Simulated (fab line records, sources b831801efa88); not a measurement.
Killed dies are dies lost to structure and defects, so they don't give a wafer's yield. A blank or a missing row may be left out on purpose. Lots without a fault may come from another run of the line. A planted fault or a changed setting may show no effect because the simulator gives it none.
fab line records | flow gf180mcu
record lots=5 wafers=15 last_day=33
route steps=602 shown V2@388
lots that met no fault: from a run of the same line without faults
start_h: hours from the record's first day to the start of the lot's first wafer shown | wait_h: hours since the lot's step before | " the same as in the row above | L1.1+2: a row that stands for several wafers | - no value, or no start given | * or withheld: withheld | < > ~ a bound
route shown NAME@n: a module of which the file shows steps, and the number in the route of the first | usual: mean/standard deviation of fault-free wafers | same: alike in all rows | chamber/n: place in a boat | sites: the reading at each site | _std_site: their standard deviation | _edge_site: outer sites' mean less inner sites' | radius_mm: how far each site lies from the wafer's centre | mask NAME#n: copy n | behind: the tool/chamber that last shaped the wafer | hold: why the lot was held/for how many hours/how that ended | device: the transistor (n, p or np) that didn't switch | end of line: the same wafers' tests at the end of the route | a step without rows: its recipe alone | killed: dies lost to structure and defects at the first sort, not the wafer's yield | map: a wafer's dies, x killed, . not, _ none there
set.NAME: the setting as run; set.NAME@STEP: as run at that earlier step | model.NAME: the simulator's own value behind a step, which no gauge read
lots at some steps of the route; a table a step, a row a wafer
services: from which hour (start_h, from the record's first day; less than 0 if before it) a tool's chamber was out of use, for how many hours, and why
## steps
# step GF_V2_DEHYDRATE_06
# recipe temp_c=200 time_s=60
# columns lot.wafer tool chamber start_h wait_h
L077.2+5+6 litho_track-02 0 480.62 11.5
L078.2+3+5 litho_track-04 0 486.94 11.7
L079.1+2+3 litho_track-02 0 499.25 11.3
L083.2+5+6 litho_track-02 0 534.27 10.6
L092.2+3+4 litho_track-02 0 603.12 10.1
# step GF_V2_HMDS_07
# recipe prime_time_s=60 prime_temp_c=120
# columns lot.wafer tool chamber start_h wait_h
L077.2+5+6 litho_track-02 0 480.77 0.1
L078.2+3+5 litho_track-04 0 487.09 0.1
L079.1+2+3 litho_track-02 0 499.40 0.1
L083.2+5+6 litho_track-02 0 534.42 0.1
L092.2+3+4 litho_track-02 0 603.27 0.1
# step GF_V2_COAT_08
# recipe resist=BARC temp_c=withheld time_s=withheld spin_rpm=withheld resist_thk_nm=withheld
# columns lot.wafer tool chamber start_h wait_h
L077.2+5+6 litho_track-02 0 480.92 0.1
L078.2+3+5 litho_track-04 0 487.24 0.1
L079.1+2+3 litho_track-02 0 499.55 0.1
L083.2+5+6 litho_track-02 0 534.57 0.1
L092.2+3+4 litho_track-02 0 603.42 0.1
# step GF_V2_COAT_09
# recipe resist=KrF spin_rpm=withheld resist_thk_nm=1000
# columns lot.wafer tool chamber start_h wait_h
L077.2+5+6 litho_track-02 0 - -
L078.2+3+5 litho_track-04 0 - -
L079.1+2+3 litho_track-02 0 - -
L083.2+5+6 litho_track-02 0 - -
L092.2+3+4 litho_track-02 0 - -
# step GF_V2_SOFTBAKE_10
# recipe temp_c=130 time_s=60 resist=KrF
# columns lot.wafer tool chamber start_h wait_h
L077.2+5+6 litho_track-02 0 - -
L078.2+3+5 litho_track-04 0 - -
L079.1+2+3 litho_track-02 0 - -
L083.2+5+6 litho_track-02 0 - -
L092.2+3+4 litho_track-02 0 - -
# step GF_V2_EXPOSE_11
# recipe mask_id=Via2 target_cd_nm=260 na=0.68 source_shape=conventional sigma_outer=0.6 dose_mj=38
# same na=0.68
# columns lot.wafer tool chamber start_h wait_h mask
L077.2+5+6 krf_scanner-02 0 - - Via2#0
L078.2+3+5 krf_scanner-01 0 - - Via2#0
L079.1+2+3 krf_scanner-01 0 - - Via2#0
L083.2+5+6 krf_scanner-01 0 - - Via2#0
L092.2+3+4 krf_scanner-01 0 - - Via2#0
# step GF_V2_PEB_12
# recipe peb_temp_c=135 peb_time_s=90 resist=KrF
# columns lot.wafer tool chamber start_h wait_h
L077.2+5+6 litho_track-01 0 - -
L078.2+3+5 litho_track-02 0 - -
L079.1+2+3 litho_track-02 0 - -
L083.2+5+6 litho_track-02 0 - -
L092.2+3+4 litho_track-02 0 - -
# step GF_V2_DEVELOP_13
# recipe develop_time_s=60 resist=KrF dev_temp_c=21
# usual developer_temp_C=20.99/0.11
# columns lot.wafer tool chamber start_h wait_h developer_temp_C
L077.2 litho_track-01 0 492.57 0.2 21.14
L077.5 " 0 " " 21.05
L077.6 " 0 " " 21.23
L078.2 litho_track-02 0 499.12 0.2 20.91
L078.3 " 0 " " 21.04
L078.5 " 0 " " 20.93
L079.1 litho_track-02 0 511.15 0.2 20.96
L079.2 " 0 " " 21.00
L079.3 " 0 " " 21.07
L083.2 litho_track-02 0 546.02 0.2 20.81
L083.5 " 0 " " 20.93
L083.6 " 0 " " 20.80
L092.2 litho_track-02 0 614.42 0.2 21.07
L092.3 " 0 " " 21.01
L092.4 " 0 " " 21.01
# step GF_V2_CD_MEAS_14
# recipe target_cd_nm=260
# usual cd_nm=260.1/1.5
# columns lot.wafer tool chamber start_h wait_h cd_nm
L077.2 cd_sem-01 - 492.71 0.1 259.6
L077.5 " - " " 260.7
L077.6 " - " " 259.2
L078.2 cd_sem-02 - 499.27 0.1 261.2
L078.3 " - " " 261.3
L078.5 " - " " 261.5
L079.1 cd_sem-02 - 511.30 0.1 256.5
L079.2 " - " " 257.3
L079.3 " - " " 257.2
L083.2 cd_sem-02 - 546.17 0.1 260.2
L083.5 " - " " 261.9
L083.6 " - " " 260.9
L092.2 cd_sem-01 - 614.57 0.1 260.3
L092.3 " - " " 262.7
L092.4 " - " " 261.5
# step GF_V2_OVL_MEAS_15
# usual V2_OVL=-1/5.3
# columns lot.wafer tool chamber start_h wait_h V2_OVL[nm]
L077.2 overlay-01 - 492.82 0.1 1
L077.5 " - " " 2
L077.6 " - " " 2
L078.2 overlay-01 - 499.38 0.1 -5
L078.3 " - " " 6
L078.5 " - " " -10
L079.1 overlay-01 - 511.42 0.1 4
L079.2 " - " " 10
L079.3 " - " " -5
L083.2 overlay-01 - 546.27 0.1 -1
L083.5 " - " " -6
L083.6 " - " " 2
L092.2 overlay-02 - 614.67 0.1 -6
L092.3 " - " " 2
L092.4 " - " " -2
# step GF_V2_ETCH_16
# recipe chemistry=N2/H2 target_depth_a=withheld overetch_a=withheld time_s=withheld target=BARC ion_energy_ev=200 source_w=500 bias_w=100 pressure_mtorr=30 n2_flow_sccm=100 h2_flow_sccm=200
# usual drypump_motor_current_A=5.5/0.36 oes_product_au=0.854/0.0046 throttle_valve_pct=13.224/0.0088
# columns lot.wafer tool chamber start_h wait_h drypump_motor_current_A oes_product_au throttle_valve_pct
L077.2 rie_diel-02 3 492.85 0.0 4.9 0.852 13.228
L077.5 " 1 " " 5.9 0.849 13.235
L077.6 " 0 " " 4.9 0.854 13.217
L078.2 rie_diel-04 0 499.41 0.0 5.8 0.856 13.223
L078.3 " 3 " " 5.6 0.858 13.219
L078.5 " 1 " " 5.8 0.857 13.212
L079.1 rie_diel-04 0 511.46 0.0 5.8 0.852 13.219
L079.2 " 3 " " 5.6 0.849 13.214
L079.3 " 2 " " 5.5 0.853 13.233
L083.2 rie_diel-01 3 546.30 0.0 5.5 0.854 13.232
L083.5 " 2 " " 5.5 0.854 13.226
L083.6 " 0 " " 5.7 0.851 13.216
L092.2 rie_diel-02 2 614.70 0.0 5.6 0.848 13.221
L092.3 " 0 " " 4.8 0.855 13.220
L092.4 " 1 " " 5.9 0.854 13.220
# step GF_V2_ETCH_17
# recipe chemistry=C4F8/O2/Ar mask_material=KrF target=SiO2 stop_on=TiN source_w=1500 bias_w=1200 pressure_mtorr=40 c4f8_flow_sccm=withheld O2_flow_sccm=6 Ar_flow_sccm=300 time_s=withheld target_depth_a=6300
# usual oes_product_au=0.856/0.0043
# columns lot.wafer tool chamber start_h wait_h oes_product_au
L077.2 rie_diel-02 3 - - 0.857
L077.5 " 1 " " 0.854
L077.6 " 0 " " 0.857
L078.2 rie_diel-04 0 - - 0.859
L078.3 " 3 " " 0.861
L078.5 " 1 " " 0.862
L079.1 rie_diel-04 0 - - 0.858
L079.2 " 3 " " 0.855
L079.3 " 2 " " 0.861
L083.2 rie_diel-01 3 - - 0.853
L083.5 " 2 " " 0.858
L083.6 " 0 " " 0.855
L092.2 rie_diel-02 2 - - 0.853
L092.3 " 0 " " 0.852
L092.4 " 1 " " 0.856
# step GF_V2_STRIP_18
# recipe chemistry=O2/N2 power_w=1400 pressure_mtorr=1500 platen_temp_c=250 o2_flow_sccm=3000 n2_flow_sccm=300 overash_fraction=0.5
# usual drypump_motor_current_A=5.9/0.45 heater_power_w=329/27 oes_product_au=0.593/0.0048
# columns lot.wafer tool chamber start_h wait_h drypump_motor_current_A heater_power_w oes_product_au rf_hours_counter_h
L077.2 plasma_asher-01 0 492.98 - 6.1 265 0.601 38
L077.5 " 0 " " 6.1 267 0.595 -
L077.6 " 1 " " 5.3 330 0.596 -
L078.2 plasma_asher-04 1 499.53 - 6.5 323 0.597 87
L078.3 " 1 " " 6.5 314 0.587 -
L078.5 " 0 " " 5.9 335 0.587 -
L079.1 plasma_asher-04 1 511.58 - 6.5 323 0.592 89
L079.2 " 0 " " 5.8 332 0.593 89
L079.3 " 0 " " 5.8 326 0.579 -
L083.2 plasma_asher-04 1 546.43 - 6.5 327 0.603 92
L083.5 " 1 " " 6.5 324 0.586 -
L083.6 " 0 " " 5.9 326 0.593 -
L092.2 plasma_asher-04 0 614.83 - 5.8 333 0.597 100
L092.3 " 1 " " 6.5 327 0.604 -
L092.4 " 0 " " 5.8 335 0.595 -
# step GF_V2_STRIP_19
# recipe chemistry=post_etch_residue_remover time_s=1200 temp_c=72.5
# columns lot.wafer tool chamber start_h wait_h
L077.2+5+6 wet_bench-02 0 493.08 0.1
L078.2+3+5 wet_bench-02 3 499.63 0.1
L079.1+2+3 wet_bench-01 3 511.68 0.1
L083.2+5+6 wet_bench-01 0 546.53 0.1
L092.2+3+4 wet_bench-03 0 614.93 0.1
## services
# columns tool chamber start_h hours kind
krf_scanner-01 - 479.01 1.0 pm
plasma_asher-01 - 488.35 2.8 pm
krf_scanner-02 - 498.71 4.4 pm
rie_diel-01 0 502.20 9.3 repair
krf_scanner-02 - 515.64 0.8 pm
krf_scanner-01 - 516.39 0.8 pm
krf_scanner-02 - 520.91 1.3 pm
krf_scanner-02 0 543.04 - calibration
krf_scanner-01 - 555.51 1.6 repair
krf_scanner-01 - 557.14 1.3 pm
rie_diel-01 3 557.49 4.1 repair
krf_scanner-01 0 558.71 - calibration
krf_scanner-01 - 564.95 4.4 pm
rie_diel-04 - 575.33 2.8 pm
rie_diel-04 3 580.71 9.3 repair
plasma_asher-01 - 585.26 4.3 pm
krf_scanner-02 - 585.44 4.0 pm
rie_diel-04 1 598.37 1.6 repair
plasma_asher-01 - 602.21 15.6 pm
wet_bench-03 - 608.34 1.9 repair
## key
fault none
